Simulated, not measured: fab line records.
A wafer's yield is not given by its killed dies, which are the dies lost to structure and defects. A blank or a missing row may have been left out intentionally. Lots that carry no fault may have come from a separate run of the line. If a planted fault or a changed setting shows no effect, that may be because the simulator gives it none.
What tool caused it?	flow gf180mcu	Sampling: 11 lots, 33 wafers, 3 of 602 route steps

WHAT EACH GAUGE READ, for each wafer
GF_M3_RS_MEAS_05: measures by four-point-probe.
lot	measured	on	M3_ALCU_RS (ohm/sq)
L833	day 20 21:23	filmMetro-03	0.0687 0.0690 0.0698
L838	day 22 16:47	filmMetro-03	0.0692 0.0695 0.0694
L840	day 23 11:02	filmMetro-01	0.0698 0.0697 0.0696
L842	day 23 23:23	filmMetro-01	0.0710 0.0710 0.0711
L845	day 24 20:58	filmMetro-01	0.0683 0.0698 0.0695
L847	day 25 22:09	filmMetro-03	0.0699 0.0695 0.0696
L850	day 26 11:37	filmMetro-04	0.0704 0.0704 0.0705
L851	day 26 20:20	filmMetro-04	0.0715 0.0711 0.0707
L852	day 27 04:55	filmMetro-03	0.0704 0.0696 0.0692
L853	day 27 11:18	filmMetro-03	0.0708 0.0700 0.0704
L854	day 27 13:54	filmMetro-04	0.0697 0.0692 0.0700

WHAT TOOL EACH LOT RAN ON (gives the tool, then ch and the chambers of the sampled wafers, and finally the start)
lot	GF_V2_CVD_23	GF_M3_SPUTTER_04
L833	cvdW-01 ch 0,1, day 20 20:34	pvdSputter-03, day 20 21:19
L838	cvdW-02 ch 0,1, day 22 15:58	pvdSputter-01, day 22 16:44
L840	cvdW-02 ch 1, day 23 10:13	pvdSputter-04, day 23 11:00
L842	cvdW-02 ch 0,1, day 23 22:35	pvdSputter-04, day 23 23:21
L845	cvdW-01 ch 0,1, day 24 20:10	pvdSputter-03, day 24 20:56
L847	cvdW-02 ch 1, day 25 17:36	pvdSputter-04, day 25 22:05
L850	cvdW-01 ch 0, day 26 10:48	pvdSputter-03, day 26 11:34
L851	cvdW-02 ch 0,1, day 26 19:30	pvdSputter-04, day 26 20:16
L852	cvdW-02 ch 0,1, day 27 04:06	pvdSputter-01, day 27 04:52
L853	cvdW-01 ch 0,1, day 27 10:29	pvdSputter-04, day 27 11:16
L854	cvdW-01 ch 0,1, day 27 13:04	pvdSputter-04, day 27 13:50
- GF_V2_CVD_23: deposits W, target thk 350 nm, time 104.94 s.
- GF_M3_SPUTTER_04: material TiN, target thk 50 nm, time 41.7 s.

AS READ BY THE TOOLS THEMSELVES (means over the sampled wafers that have a number; for cases with no such wafer, the mark the record gives instead)
GF_V2_CVD_23.
lot	tool	chamberPressureTorr (Torr)	heaterPowerW (W)
L833	cvdW-01	39.93	825
L838	cvdW-02	40.10	832
L840	cvdW-02	40.07	813
L842	cvdW-02	39.98	817
L845	cvdW-01	39.89	836
L847	cvdW-02	40.04	820
L850	cvdW-01	40.04	804
L851	cvdW-02	40.15	813
L852	cvdW-02	39.94	826
L853	cvdW-01	40.09	843
L854	cvdW-01	39.91	827

GF_M3_SPUTTER_04.
lot	tool	throttleValvePct (%)
L833	pvdSputter-03	30.7
L838	pvdSputter-01	30.0
L840	pvdSputter-04	30.4
L842	pvdSputter-04	31.1
L845	pvdSputter-03	30.0
L847	pvdSputter-04	30.9
L850	pvdSputter-03	29.9
L851	pvdSputter-04	30.7
L852	pvdSputter-01	29.7
L853	pvdSputter-04	30.4
L854	pvdSputter-04	30.9

THE ANSWER, worked out from the rows above alone
Rule: usual is defined by the lots themselves. Put in order of their means at a reading, lots are off if they are a third of the lots or fewer, leave a main group of 4 or more, and stand apart from it by a gap of 3 or more times the standard deviation of the main group's means; of several such gaps the widest counts. A main group whose means are all the same, to the digits that the tables above print for the reading, isn't used. A lot without any number at a reading at which 4 lots or more have one is off too. The other lots that the step has rows for count as sound. The gauges are gone through in route order, then the tools' own readings, and for those a lot's mean is taken as printed above. The first step at which some lot is off is used, and at that step the reading that is off furthest; a lot without a number counts as furthest.
Across all readings shown, no lot is off: no conclusion can be drawn from this.

WHAT WAS PUT IN BY THE SIMULATOR
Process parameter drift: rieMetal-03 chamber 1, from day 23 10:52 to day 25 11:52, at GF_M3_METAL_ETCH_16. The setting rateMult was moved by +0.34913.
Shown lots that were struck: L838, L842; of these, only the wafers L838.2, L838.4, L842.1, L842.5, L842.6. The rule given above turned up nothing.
